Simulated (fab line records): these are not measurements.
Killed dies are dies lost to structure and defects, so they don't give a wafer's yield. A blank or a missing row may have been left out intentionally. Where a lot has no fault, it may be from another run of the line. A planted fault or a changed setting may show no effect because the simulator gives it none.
Code-filled problem report in 8D (eight disciplines) form ; flow sky130 ; the parts of the form that need people (team, actions taken, sign-off) are left out

1. WHAT WENT WRONG
Wafers without a fault read 178 s, standard deviation 3.8; run length s at SKY_FIELD_ISO_CLEAN_19 reads a mean of 156 s on 6 wafers belonging to 2 lots. Relative to the usual mean, that is a shift of -5.8 standard deviations.
The step: cleans in SC1/SC2, time 150 s.
First observed at day 4 09:20: wafer L983.3, on wet bench-04. At this step, 36 wafers from 12 lots have a number in the record. By rule, "out" or "out of limits" means more than 4 standard deviations away from the usual mean. Any other wafer with a number is counted as sound.

2. WHAT IT IS; WHAT IT IS NOT
question;is;is not
which readings at this step;run length s;-
which lots;L983, L984;L973, L974, L975, L985, L986, L987, L992, L993, L995, L996
which wafers of those lots;all that have a number;-
read on which tools;wet bench-04;wet bench-01, wet bench-03
when;from day 4 09:20;"up to then (9 sound wafers); but 21 sound wafers of L985, L986, L987, L992, L993, L995, L996 came after"

3. THE SUSPECTS, EACH WITH WHAT RULES IT OUT
Counting: a tool stays on the suspect list if, at a process step up to the reading, it processed all lots that are out and no sound lot following the first of them.
- wet bench-04 at SKY_FIELD_ISO_CLEAN_19 (cleans in SC1/SC2, time 150 s): kept. It ran every lot that is out, first L983 (day 4 09:20), and no sound lot after that. Its own readings are out on those wafers: run length s.
The count leaves wet bench-04 at SKY_FIELD_ISO_CLEAN_19.

4. THE CAUSE (what the simulator had put in)
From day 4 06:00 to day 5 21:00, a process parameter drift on wet bench-04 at SKY_FIELD_ISO_CLEAN_19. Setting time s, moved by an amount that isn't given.
After counting, this tool was the only one left.

5. THE CHAIN OF EFFECTS, in route order
Each row: a reading where the mean over the struck wafers with a number is more than 3 standard deviations away from the usual. Readings are gone through only where the record gives a usual standard deviation; hours: the median, over the lots, of the time from a lot's start at the first step in this table giving one to that lot's start at this step; sigmas: the change measured in usual standard deviations.
hours;step;reading;usual;on struck wafers;change;sigmas
0;SKY_FIELD_ISO_CLEAN_19;run length s;178 s;156;-22;-5.8
Process steps it contains:
- SKY_FIELD_ISO_CLEAN_19: cleans in SC1/SC2, time 150 s.
At these later measuring or inspecting steps, every struck wafer for which the step has a row has a number for every such reading, and none has moved that far: SKY_NWELL_OVL_MEAS_23, SKY_VT_ADJUST_HVTP_OVL_MEAS_08, SKY_VT_ADJUST_HVTR_OVL_MEAS_08.

6. HOW IT WOULD HAVE BEEN CAUGHT EARLIER
The fault began at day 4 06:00; the first out-of-limits reading in this record came at day 4 09:20, 3 hours later.
